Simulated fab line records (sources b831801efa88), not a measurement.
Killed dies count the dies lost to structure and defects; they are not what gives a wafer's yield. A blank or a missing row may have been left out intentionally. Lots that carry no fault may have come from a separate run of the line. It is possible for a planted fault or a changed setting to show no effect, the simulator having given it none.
fab line records	flow sfq_line
record lots=5	wafers=23
route steps=325 shown L0@6 L0V@18 M0@32 I0@43 M2@89
start_h: hours from the record's opening day to when the first of the lot's shown wafers began	wait_h: hours elapsed since this lot's preceding step	" repeats the value in the row above	L1.1+2: several wafers, shown together as one row	- no value, or no start given	* or withheld: withheld	< > ~ a bound
route shown NAME@n: names a module that has steps shown in the file, with the first one's number in the route	usual: mean/standard deviation of fault-free wafers	same: alike in all rows	chamber/n: place in a boat	sites: per-site readings	_std_site: how widely they spread, as a standard deviation	_edge_site: outer sites' mean less inner sites'	radius_mm: for every site, how far away it sits from the centre of the wafer	mask NAME#n: copy n	behind: tool/chamber where the wafer was last shaped	hold: the reason the lot was held/the length of the hold in hours/how it ended	device: whichever transistor did not switch (one of n, p or np)	end of line: tests of these same wafers at the route's end	step lacking rows: just its recipe	killed: not the wafer's yield, but the dies lost to structure and defects at the first sort	map: per-die view of a wafer (x killed, . not killed, _ where there is no die)
set.NAME: the run value of the setting; set.NAME@STEP: its run value at that earlier step	model.NAME: the simulator's own value behind a step, which no gauge read
lots with deliberately changed settings; one table per step, one row per wafer
## steps
# step SFQ_TRILAYER_L0_LITHO_COAT_010
# recipe resist=BARC	spin_rpm=3000	resist_thk_nm=62
lot.wafer	tool	chamber	start_h	wait_h	set.resist_thk_nm	model.BARC_of_TRILAYER_L0_LITHO_COAT_010.thk_nm
L079.1	litho_track-04	0	37.74	0.1	62	62.19
L079.2	"	0	"	"	62	62.12
L079.5	"	0	"	"	62	62.07
L080.1	litho_track-04	0	42.74	0.1	62	62.02
L080.2	"	0	"	"	62	61.99
L080.3+6	"	0	"	"	62	61.94
L080.5	"	0	"	"	62	61.84
L081.1	litho_track-03	0	47.74	0.1	65.28	65.15
L081.2	"	0	"	"	65.28	65.31
L081.3	"	0	"	"	62	62.15
L081.4	"	0	"	"	62	61.94
L081.5	"	0	"	"	65.28	65.25
L083.2+3	litho_track-04	0	57.79	0.1	62	61.81
L083.4	"	0	"	"	62	61.89
L083.5	"	0	"	"	62	61.78
L083.6	"	0	"	"	62	62.06
L084.1	litho_track-04	0	62.74	0.1	63.53	63.28
L084.2	"	0	"	"	63.53	63.42
L084.3	"	0	"	"	62	61.98
L084.4	"	0	"	"	62	61.87
L084.6	"	0	"	"	62	61.82
# step SFQ_TRILAYER_L0_LITHO_PEB_008
# recipe peb_temp_c=115	peb_time_s=60	resist=KrF
lot.wafer	tool	chamber	start_h	wait_h	set.peb_temp_c
L079.1+2+5	litho_track-04	0	116.39	1.0	115
L080.1+2+3+5+6	litho_track-04	0	123.71	1.0	115
L081.1+3+4	litho_track-04	0	130.91	1.0	117.2
L081.2+5	"	0	"	"	115
L083.2+3+4+5+6	litho_track-03	0	140.54	0.8	115
L084.1+3	litho_track-03	0	146.51	1.0	112.7
L084.2+4+6	"	0	"	"	115
# step SFQ_TRILAYER_L0_LITHO_DEVELOP_007
# recipe time_s=60	resist=KrF
# step SFQ_TRILAYER_L0_BARC_OPEN_METAL_ETCH_010
# recipe mask_material=PR	chemistry=O2	target_depth_nm=125	target=BARC	icp_w=586.6	bias_w=80	pressure_mtorr=10	time_s=41.7
lot.wafer	tool	chamber	start_h	wait_h	set.resist_thk_nm@TRILAYER_L0_LITHO_COAT_010	set.peb_temp_c@TRILAYER_L0_LITHO_PEB_008	model.L0.cd_nm	model.etch.depth_nm
L079.1	rie_metal-02	1	116.69	0.1	62	115	1998	62.19
L079.2	"	1	"	"	62	115	1999	62.12
L079.5	"	1	"	"	62	115	1998	62.07
L080.1	rie_metal-01	0	124.01	0.1	62	115	1999	62.02
L080.2	"	0	"	"	62	115	1999	61.99
L080.3+6	"	0	"	"	62	115	1999	61.94
L080.5	"	0	"	"	62	115	2000	61.84
L081.1	rie_metal-02	1	131.21	0.1	65.28	117.2	1963	65.15
L081.2	"	0	"	"	65.28	115	1999	65.31
L081.3	"	1	"	"	62	117.2	1962	62.15
L081.4	"	0	"	"	62	117.2	1963	61.94
L081.5	"	1	"	"	65.28	115	1999	65.25
L083.2+5	rie_metal-01	1,0	140.81	0.1	62	115	2000	-
L083.3	"	1	"	"	62	115	2000	61.81
L083.4	"	0	"	"	62	115	2002	-
L083.6	"	1	"	"	62	115	2000	62.06
L084.1	rie_metal-02	0	146.81	0.1	63.53	112.7	2050	63.28
L084.2	"	1	"	"	63.53	115	2002	-
L084.3	"	1	"	"	62	112.7	2049	-
L084.4	"	0	"	"	62	115	2002	61.87
L084.6	"	0	"	"	62	115	2003	-
# step SFQ_TRILAYER_L0_ETCH_METAL_ETCH_008
# recipe target=MoNx_KI	stop_on=SiO2	mask_material=PR	chemistry=SF6/O2	target_depth_nm=50	icp_w=600	bias_w=80	pressure_mtorr=10	time_s=25
lot.wafer	tool	chamber	start_h	wait_h	set.peb_temp_c@TRILAYER_L0_LITHO_PEB_008	model.L0.cd_nm
L079.1	rie_metal-02	1	116.81	0.1	115	1998
L079.2	"	1	"	"	115	1999
L079.5	"	1	"	"	115	1997
L080.1+3+5+6	rie_metal-01	0	124.13	0.1	115	1999
L080.2	"	0	"	"	115	1998
L081.1+3	rie_metal-02	1	131.27	0.0	117.2	1962
L081.2+5	"	0,1	"	"	115	1999
L081.4	"	0	"	"	117.2	1963
L083.2+3+5+6	rie_metal-01	1,1,0,1	140.87	0.0	115	2000
L083.4	"	0	"	"	115	2002
L084.1+3	rie_metal-02	0,1	146.87	0.0	112.7	2049
L084.2+4+6	"	1,0,0	"	"	115	2002
# step SFQ_TRILAYER_L0_VIA_LITHO_COAT_013
# recipe resist=KrF	spin_rpm=3000	resist_thk_nm=650
lot.wafer	tool	chamber	start_h	wait_h	set.resist_thk_nm	model.KrF_of_TRILAYER_L0_VIA_LITHO_COAT_013.thk_nm
L079.1	litho_track-04	0	118.60	0.2	650	653.5
L079.2	"	0	"	"	650	651.9
L079.5	"	0	"	"	650	649.6
L080.1	litho_track-04	0	126.10	0.2	669.8	669.8
L080.2	"	0	"	"	669.8	669.9
L080.3	"	0	"	"	650	651.7
L080.5	"	0	"	"	669.8	669.7
L080.6	"	0	"	"	650	650.2
L081.1	litho_track-03	0	132.42	0.2	650	650.9
L081.2	"	0	"	"	650	649.1
L081.3	"	0	"	"	621.1	621
L081.4	"	0	"	"	621.1	620.8
L081.5	"	0	"	"	621.1	623.8
L083.2	litho_track-01	0	142.24	0.2	623.3	622.9
L083.3	"	0	"	"	650	647.4
L083.4	"	0	"	"	623.3	621.5
L083.5	"	0	"	"	650	650.7
L083.6	"	0	"	"	623.3	623.4
L084.1	litho_track-01	0	148.02	0.2	650	653.2
L084.2	"	0	"	"	631	632.9
L084.3	"	0	"	"	650	652.9
L084.4	"	0	"	"	650	652.2
L084.6	"	0	"	"	631	632.1
# step SFQ_TRILAYER_L0_VIA_LITHO_SOFTBAKE_017
# recipe temp_c=withheld	time_s=withheld	resist=KrF
# step SFQ_TRILAYER_L0_VIA_LITHO_EXPOSE_014
# recipe mask_id=L0V	na=0.6	source_shape=conventional	sigma_outer=0.65	target_cd_nm=700	dose_mj=21.3
# step SFQ_TRILAYER_L0_VIA_LITHO_DEVELOP_015
# recipe time_s=60	resist=KrF
# step SFQ_TRILAYER_L0_VIA_BARC_OPEN_VIA_ETCH_021
# recipe mask_material=PR	chemistry=O2	target_depth_nm=125	target=BARC	source_w=500	bias_w=80	pressure_mtorr=30	time_s=41.7
lot.wafer	tool	chamber	start_h	wait_h	set.resist_thk_nm@TRILAYER_L0_VIA_LITHO_COAT_013	model.KrF_of_TRILAYER_L0_VIA_LITHO_COAT_013.thk_nm
L079.1	rie_diel-01	3	205.32	0.0	650	576.9
L079.2	"	2	"	"	650	575.4
L079.5	"	0	"	"	650	573.9
L080.1	rie_diel-04	1	220.23	0.0	669.8	594.8
L080.2+5	"	3	"	"	669.8	593.9
L080.3	"	0	"	"	650	575.6
L080.6	"	2	"	"	650	574.6
L081.1	rie_diel-03	3	226.23	0.0	650	575.6
L081.2	"	1	"	"	650	573.3
L081.3	"	2	"	"	621.1	545
L081.4	"	0	"	"	621.1	545.1
L081.5	"	2	"	"	621.1	548.2
L083.2	rie_diel-01	0	239.43	0.0	623.3	547.4
L083.3	"	2	"	"	650	571.6
L083.4	"	1	"	"	623.3	545.4
L083.5	"	2	"	"	650	574.8
L083.6	"	3	"	"	623.3	548.1
L084.1	rie_diel-04	0	245.43	0.0	650	577.7
L084.2	"	1	"	"	631	557.7
L084.3	"	2	"	"	650	577
L084.4	"	3	"	"	650	576.7
L084.6	"	0	"	"	631	555.8
# step SFQ_TRILAYER_M0_LITHO_COAT_026
# recipe resist=BARC	spin_rpm=3000	resist_thk_nm=62
lot.wafer	tool	chamber	start_h	wait_h	set.spin_rpm	model.BARC_of_TRILAYER_M0_LITHO_COAT_026.thk_nm
L079.1	litho_track-02	0	206.48	0.1	3000	61.95
L079.2	"	0	"	"	3000	61.94
L079.5	"	0	"	"	3000	62.08
L080.1	litho_track-03	0	221.40	0.1	2818	64.01
L080.2	"	0	"	"	2818	63.86
L080.3	"	0	"	"	3000	61.84
L080.5	"	0	"	"	3000	61.97
L080.6	"	0	"	"	2818	63.84
L081.1	litho_track-01	0	227.38	0.1	2928	62.75
L081.2	"	0	"	"	3000	62.02
L081.3	"	0	"	"	2928	62.88
L081.4	"	0	"	"	3000	62.01
L081.5	"	0	"	"	2928	62.84
L083.2	litho_track-03	0	240.63	0.1	3000	62.09
L083.3	"	0	"	"	3000	62.07
L083.4	"	0	"	"	2821	63.82
L083.5	"	0	"	"	2821	63.83
L083.6	"	0	"	"	2821	63.9
L084.1	litho_track-01	0	246.58	0.1	3000	61.78
L084.2	"	0	"	"	3000	61.81
L084.3	"	0	"	"	3000	61.99
L084.4	"	0	"	"	2823	64.17
L084.6	"	0	"	"	2823	63.95
# step SFQ_TRILAYER_M0_LITHO_COAT_021
# recipe resist=KrF	spin_rpm=3000	resist_thk_nm=600
# step SFQ_TRILAYER_M0_LITHO_SOFTBAKE_025
# recipe temp_c=withheld	time_s=withheld	resist=KrF
# step SFQ_TRILAYER_M0_LITHO_DEVELOP_023
# recipe time_s=60	resist=KrF
# step SFQ_TRILAYER_M0_BARC_OPEN_METAL_ETCH_031
# recipe mask_material=PR	chemistry=O2	target_depth_nm=125	target=BARC	icp_w=600	bias_w=80	pressure_mtorr=10	time_s=41.7
lot.wafer	tool	chamber	start_h	wait_h	set.spin_rpm@TRILAYER_M0_LITHO_COAT_026	model.etch.depth_nm
L079.1	rie_metal-01	0	226.46	0.0	3000	61.95
L079.2	"	1	"	"	3000	61.94
L079.5	"	1	"	"	3000	62.08
L080.1	rie_metal-01	0	231.26	0.0	2818	64.01
L080.2	"	1	"	"	2818	63.86
L080.3	"	1	"	"	3000	61.84
L080.5	"	0	"	"	3000	61.97
L080.6	"	1	"	"	2818	63.84
L081.1	rie_metal-01	1	236.06	0.0	2928	62.75
L081.2	"	0	"	"	3000	62.02
L081.3	"	0	"	"	2928	62.88
L081.4	"	1	"	"	3000	62.01
L081.5	"	0	"	"	2928	62.84
L083.2	rie_metal-04	0	243.28	0.0	3000	-
L083.3	"	1	"	"	3000	62.07
L083.4+5	"	0,1	"	"	2821	-
L083.6	"	0	"	"	2821	63.9
L084.1	rie_metal-03	1	252.80	0.0	3000	61.78
L084.2+3	"	0,1	"	"	3000	-
L084.4	"	0	"	"	2823	64.17
L084.6	"	0	"	"	2823	-
# step SFQ_TRILAYER_I0_DEP_PECVD_027
# recipe material=SiO2	temp_c=150	time_s=111.11	pressure_torr=2.4	rf_w=183.3	precursor=SiH4/N2O	target_thk_nm=500
lot.wafer	tool	chamber	start_h	wait_h	set.time_s	model.SiO2_of_TRILAYER_I0_DEP_PECVD_027.thk_nm
L079.1	pecvd-03	1	227.60	0.0	111.11	486.5
L079.2	"	0	"	"	111.11	491.3
L079.5	"	2	"	"	111.11	504.4
L080.1	pecvd-03	0	232.40	0.0	111.11	498.2
L080.2	"	2	"	"	111.11	493.8
L080.3	"	1	"	"	111.11	500.2
L080.5	"	2	"	"	121.6	552.8
L080.6	"	0	"	"	121.6	547.5
L081.1	pecvd-02	2	237.20	0.0	100.9	450.2
L081.2	"	1	"	"	100.9	448.7
L081.3	"	0	"	"	111.11	489
L081.4	"	1	"	"	100.9	446.6
L081.5	"	0	"	"	111.11	502.8
L083.2	pecvd-01	0	244.24	0.0	111.11	497.2
L083.3	"	2	"	"	111.11	498.4
L083.4	"	1	"	"	111.11	505.9
L083.5	"	2	"	"	105	477.4
L083.6	"	0	"	"	105	475.1
L084.1	pecvd-03	2	253.97	0.0	106.6	476.5
L084.2	"	0	"	"	111.11	501.1
L084.3	"	1	"	"	111.11	494.3
L084.4	"	1	"	"	106.6	485.6
L084.6	"	0	"	"	106.6	485.8
# step SFQ_TRILAYER_I0_CMP_CMP_028
# recipe material=SiO2	down_force_psi=3	platen_rpm=60	pad_velocity_m_s=0.94248
# usual time_to_endpoint_s=215/6.5
lot.wafer	tool	chamber	start_h	wait_h	set.time_s@TRILAYER_I0_DEP_PECVD_027	time_to_endpoint_s
L079.1	cmp-02	2	227.67	0.0	111.11	199
L079.2	"	0	228.67	1.0	111.11	205
L079.5	"	2	229.67	2.0	111.11	215
L080.3	cmp-02	2	232.47	0.0	111.11	212
L080.1	"	0	233.47	1.0	111.11	212
L080.2	"	1	"	"	111.11	210
L080.6	"	2	"	"	121.6	246
L080.5	"	3	"	"	121.6	255
L081.1	cmp-02	2	238.47	1.2	100.9	177
L081.4	"	3	"	"	100.9	177
L081.3	"	0	"	"	111.11	198
L081.2	"	1	"	"	100.9	177
L081.5	"	2	"	"	111.11	214
L083.4	cmp-01	1	247.57	3.2	111.11	215
L083.2	"	2	"	"	111.11	210
L083.3	"	3	"	"	111.11	212
L083.6	"	0	"	"	105	196
L083.5	"	1	"	"	105	196
L084.4	cmp-02	3	254.05	0.0	106.6	209
L084.1	"	0	"	"	106.6	199
L084.2	"	1	"	"	111.11	220
L084.3	"	2	"	"	111.11	213
L084.6	"	3	"	"	106.6	215
# step SFQ_TRILAYER_I0_VIA_LITHO_COAT_031
# recipe resist=KrF	spin_rpm=3000	resist_thk_nm=650
lot.wafer	tool	chamber	start_h	wait_h	set.resist_thk_nm	model.KrF_of_TRILAYER_I0_VIA_LITHO_COAT_031.thk_nm
L079.1	litho_track-01	0	232.29	0.2	650	650.4
L079.2	"	0	"	"	650	652.2
L079.5	"	0	"	"	650	653.1
L080.1	litho_track-04	0	237.11	0.2	660	661.9
L080.2	"	0	"	"	650	651.7
L080.3	"	0	"	"	650	653.4
L080.5	"	0	"	"	660	662.9
L080.6	"	0	"	"	650	651.8
L081.1	litho_track-01	0	243.09	0.2	650	651.8
L081.2	"	0	"	"	650	652.9
L081.3	"	0	"	"	650	652.3
L081.4	"	0	"	"	650	651.1
L081.5	"	0	"	"	650	652.2
L083.2	litho_track-01	0	251.74	0.2	650	648.5
L083.3	"	0	"	"	668.3	670.6
L083.4	"	0	"	"	668.3	669.3
L083.5	"	0	"	"	650	649.8
L083.6	"	0	"	"	650	651.6
L084.1	litho_track-01	0	258.67	0.2	650	649.5
L084.2	"	0	"	"	650	648.5
L084.3	"	0	"	"	650	648.4
L084.4	"	0	"	"	650	648.8
L084.6	"	0	"	"	650	649.2
# step SFQ_TRILAYER_I0_VIA_LITHO_PEB_034
# recipe peb_temp_c=115	peb_time_s=60	resist=KrF
lot.wafer	tool	chamber	start_h	wait_h	set.peb_time_s
L079.1+2+5	litho_track-02	0	344.53	1.0	60
L080.1+2	litho_track-04	0	352.93	1.0	53.97
L080.3+5+6	"	0	"	"	60
L081.1+2+3+4+5	litho_track-01	0	362.53	1.0	60
L083.2+6	litho_track-01	0	373.46	0.9	60
L083.3+4+5	"	0	"	"	52.21
L084.1+2+6	litho_track-04	0	374.66	1.0	67.12
L084.3+4	"	0	"	"	60
# step SFQ_TRILAYER_I0_VIA_LITHO_DEVELOP_033
# recipe time_s=60	resist=KrF
# step SFQ_TRILAYER_I0_VIA_BARC_OPEN_VIA_ETCH_046
# recipe mask_material=PR	chemistry=O2	target_depth_nm=125	target=BARC	source_w=484.6	bias_w=80	pressure_mtorr=30	time_s=41.7
lot.wafer	tool	chamber	start_h	wait_h	set.resist_thk_nm@TRILAYER_I0_VIA_LITHO_COAT_031	set.peb_time_s@TRILAYER_I0_VIA_LITHO_PEB_034	model.KrF_of_TRILAYER_I0_VIA_LITHO_COAT_031.thk_nm	model.I0.cd_nm
L079.1	rie_diel-01	3	344.87	0.0	650	60	574	502
L079.2	"	0	"	"	650	60	575.7	499.8
L079.5	"	3	"	"	650	60	576.8	501.4
L080.1	rie_diel-03	2	353.27	0.0	660	53.97	586.1	482.4
L080.2	"	1	"	"	650	53.97	575.1	484.4
L080.3	"	0	"	"	650	60	577.5	498
L080.5	"	2	"	"	660	60	587.1	498.3
L080.6	"	3	"	"	650	60	575.1	498.9
L081.1	rie_diel-02	1	362.87	0.0	650	60	576	499.7
L081.2	"	2	"	"	650	60	576.9	499.7
L081.3	"	3	"	"	650	60	576.7	499.5
L081.4	"	0	"	"	650	60	575.7	498.2
L081.5	"	3	"	"	650	60	576.5	498.7
L083.2	rie_diel-01	2	373.77	0.0	650	60	572.1	502.2
L083.3	"	0	"	"	668.3	52.21	593.7	480.2
L083.4	"	1	"	"	668.3	52.21	593.6	479.6
L083.5	"	2	"	"	650	52.21	573.6	479.3
L083.6	"	1	"	"	650	60	575.2	500.4
L084.1	rie_diel-02	2	374.99	0.0	650	67.12	573.5	514.6
L084.2	"	3	"	"	650	67.12	573	514.8
L084.3	"	1	"	"	650	60	573	498.6
L084.4	"	0	"	"	650	60	573.1	499.5
L084.6	"	3	"	"	650	67.12	573.8	514.1
# step SFQ_TRILAYER_I0_VIA_ETCH_VIA_ETCH_034
# recipe target=SiO2	stop_on=Nb	mask_material=PR	taper_deg=20	chemistry=CHF3	target_depth_nm=260	source_w=500	bias_w=80	pressure_mtorr=30	time_s=withheld
lot.wafer	tool	chamber	start_h	wait_h	set.peb_time_s@TRILAYER_I0_VIA_LITHO_PEB_034	model.I0.cd_nm
L079.1	rie_diel-01	3	344.91	0.0	*	502.1
L079.2	"	0	"	"	*	500
L079.5	"	3	"	"	*	501.7
L080.1	rie_diel-03	2	353.31	0.0	*	481
L080.2	"	1	"	"	*	484.5
L080.3	"	0	"	"	*	497.3
L080.5	"	2	"	"	*	497.5
L080.6	"	3	"	"	*	498
L081.1	rie_diel-02	1	362.91	0.0	*	499.8
L081.2	"	2	"	"	*	499.9
L081.3	"	3	"	"	*	499.1
L081.4	"	0	"	"	*	497.1
L081.5	"	3	"	"	*	498.9
L083.2	rie_diel-01	2	373.81	0.0	*	503.2
L083.3	"	0	"	"	*	480
L083.4	"	1	"	"	*	480.5
L083.5	"	2	"	"	*	480.1
L083.6	"	1	"	"	*	501
L084.1	rie_diel-02	2	375.03	0.0	*	514.4
L084.2	"	3	"	"	*	515
L084.3	"	1	"	"	*	496.9
L084.4	"	0	"	"	*	496.7
L084.6	"	3	"	"	*	513.6
# step SFQ_TRILAYER_M2_DEP_SPUTTER_055
# recipe material=Nb	base_pressure_pa=1.33e-06	chamber_pressure_pa=0.1333	substrate_temp_c=20	resputter_cathode_voltage_v=400	target_thk_nm=200	power_w=2000	time_s=133.3
lot.wafer	tool	chamber	start_h	wait_h	set.time_s	model.Nb_of_TRILAYER_M2_DEP_SPUTTER_055.thk_nm
L079.1	pvd_sputter-04	-	652.01	0.0	133.3	199.1
L079.2	"	-	"	"	133.3	199.7
L079.5	"	-	"	"	133.3	198.9
L080.1	pvd_sputter-04	-	664.02	0.0	133.3	202.6
L080.2	"	-	"	"	133.3	201.2
L080.3	"	-	"	"	133.3	198.7
L080.5	"	-	"	"	133.3	200.4
L080.6	"	-	"	"	133.3	199.2
L081.1	pvd_sputter-04	-	676.17	0.0	133.3	197.8
L081.2	"	-	"	"	133.3	200.6
L081.3	"	-	"	"	133.3	199.5
L081.4	"	-	"	"	133.3	199.8
L081.5	"	-	"	"	133.3	198.3
L083.2	pvd_sputter-06	-	688.17	0.0	151.6	227.6
L083.3	"	-	"	"	133.3	200.2
L083.4	"	-	"	"	151.6	226.8
L083.5	"	-	"	"	151.6	228.3
L083.6	"	-	"	"	133.3	199.3
L084.1	pvd_sputter-04	-	690.57	0.0	133.3	200.5
L084.2	"	-	"	"	143.2	214.2
L084.3	"	-	"	"	143.2	217.2
L084.4	"	-	"	"	133.3	199.5
L084.6	"	-	"	"	143.2	215.9
# step SFQ_M2_RS_MEAS_914
# recipe thk_meas_gauge=four-point-probe	reads=Nb_of_TRILAYER_M2_DEP_SPUTTER_055
# usual M2_NB_RS=0.887/0.0081
lot.wafer	tool	chamber	start_h	wait_h	set.time_s@TRILAYER_M2_DEP_SPUTTER_055	M2_NB_RS[ohm/sq]
L079.1	film_metro-03	-	652.10	0.0	133.3	0.893
L079.2	"	-	"	"	133.3	0.889
L079.5	"	-	"	"	133.3	0.893
L080.1	film_metro-01	-	664.11	0.0	133.3	0.877
L080.2	"	-	"	"	133.3	0.884
L080.3	"	-	"	"	133.3	0.895
L080.5	"	-	"	"	133.3	0.888
L080.6	"	-	"	"	133.3	0.891
L081.1	film_metro-03	-	676.26	0.0	133.3	0.898
L081.2	"	-	"	"	133.3	0.884
L081.3	"	-	"	"	133.3	0.892
L081.4	"	-	"	"	133.3	0.890
L081.5	"	-	"	"	133.3	0.896
L083.2	film_metro-03	-	688.28	0.1	151.6	0.781
L083.3	"	-	"	"	133.3	0.889
L083.4	"	-	"	"	151.6	0.783
L083.5	"	-	"	"	151.6	0.778
L083.6	"	-	"	"	133.3	0.894
L084.1	film_metro-01	-	690.66	0.0	133.3	0.886
L084.2	"	-	"	"	143.2	0.831
L084.3	"	-	"	"	143.2	0.818
L084.4	"	-	"	"	133.3	0.893
L084.6	"	-	"	"	143.2	0.823
## key
split step=SFQ_TRILAYER_L0_LITHO_COAT_010	setting=resist_thk_nm	stated=62	by=wafer
response step=SFQ_TRILAYER_L0_LITHO_COAT_010	reading=model.BARC_of_TRILAYER_L0_LITHO_COAT_010.thk_nm	change=+0.601	per=1%	r=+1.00
response step=SFQ_TRILAYER_L0_BARC_OPEN_METAL_ETCH_010	reading=model.etch.depth_nm	change=+0.601	per=1%	r=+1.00
split step=SFQ_TRILAYER_L0_LITHO_PEB_008	setting=peb_temp_c	stated=115	by=wafer
response step=SFQ_TRILAYER_L0_BARC_OPEN_METAL_ETCH_010	reading=model.L0.cd_nm	change=-21.4	per=1%	r=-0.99
response step=SFQ_TRILAYER_L0_ETCH_METAL_ETCH_008	reading=model.L0.cd_nm	change=-21.5	per=1%	r=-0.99
split step=SFQ_TRILAYER_L0_VIA_LITHO_COAT_013	setting=resist_thk_nm	stated=650	by=wafer
response step=SFQ_TRILAYER_L0_VIA_LITHO_COAT_013	reading=model.KrF_of_TRILAYER_L0_VIA_LITHO_COAT_013.thk_nm	change=+6.44	per=1%	r=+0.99
response step=SFQ_TRILAYER_L0_VIA_BARC_OPEN_VIA_ETCH_021	reading=model.KrF_of_TRILAYER_L0_VIA_LITHO_COAT_013.thk_nm	change=+6.45	per=1%	r=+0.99
split step=SFQ_TRILAYER_M0_LITHO_COAT_026	setting=spin_rpm	stated=3000	by=wafer
response step=SFQ_TRILAYER_M0_LITHO_COAT_026	reading=model.BARC_of_TRILAYER_M0_LITHO_COAT_026.thk_nm	change=-0.333	per=1%	r=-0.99
response step=SFQ_TRILAYER_M0_BARC_OPEN_METAL_ETCH_031	reading=model.etch.depth_nm	change=-0.341	per=1%	r=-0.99
split step=SFQ_TRILAYER_I0_DEP_PECVD_027	setting=time_s	stated=111.11	by=wafer
response step=SFQ_TRILAYER_I0_DEP_PECVD_027	reading=model.SiO2_of_TRILAYER_I0_DEP_PECVD_027.thk_nm	change=+5.12	per=1%	r=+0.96
response step=SFQ_TRILAYER_I0_CMP_CMP_028	reading=time_to_endpoint_s	change=*	per=1%	r=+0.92
split step=SFQ_TRILAYER_I0_VIA_LITHO_COAT_031	setting=resist_thk_nm	stated=650	by=wafer
response step=SFQ_TRILAYER_I0_VIA_LITHO_COAT_031	reading=model.KrF_of_TRILAYER_I0_VIA_LITHO_COAT_031.thk_nm	change=+6.97	per=1%	r=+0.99
response step=SFQ_TRILAYER_I0_VIA_BARC_OPEN_VIA_ETCH_046	reading=model.KrF_of_TRILAYER_I0_VIA_LITHO_COAT_031.thk_nm	change=+7.07	per=1%	r=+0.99
split step=SFQ_TRILAYER_I0_VIA_LITHO_PEB_034	setting=peb_time_s	stated=60	by=wafer
response step=SFQ_TRILAYER_I0_VIA_BARC_OPEN_VIA_ETCH_046	reading=model.I0.cd_nm	change=+1.5	per=1%	r=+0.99
response step=SFQ_TRILAYER_I0_VIA_ETCH_VIA_ETCH_034	reading=model.I0.cd_nm	change=+1.57	per=1%	r=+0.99
split step=SFQ_TRILAYER_M2_DEP_SPUTTER_055	setting=time_s	stated=133.3	by=wafer
response step=SFQ_TRILAYER_M2_DEP_SPUTTER_055	reading=model.Nb_of_TRILAYER_M2_DEP_SPUTTER_055.thk_nm	change=+2.05	per=1%	r=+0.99
response step=SFQ_M2_RS_MEAS_914	reading=M2_NB_RS	change=-0.00823	per=1%	r=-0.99
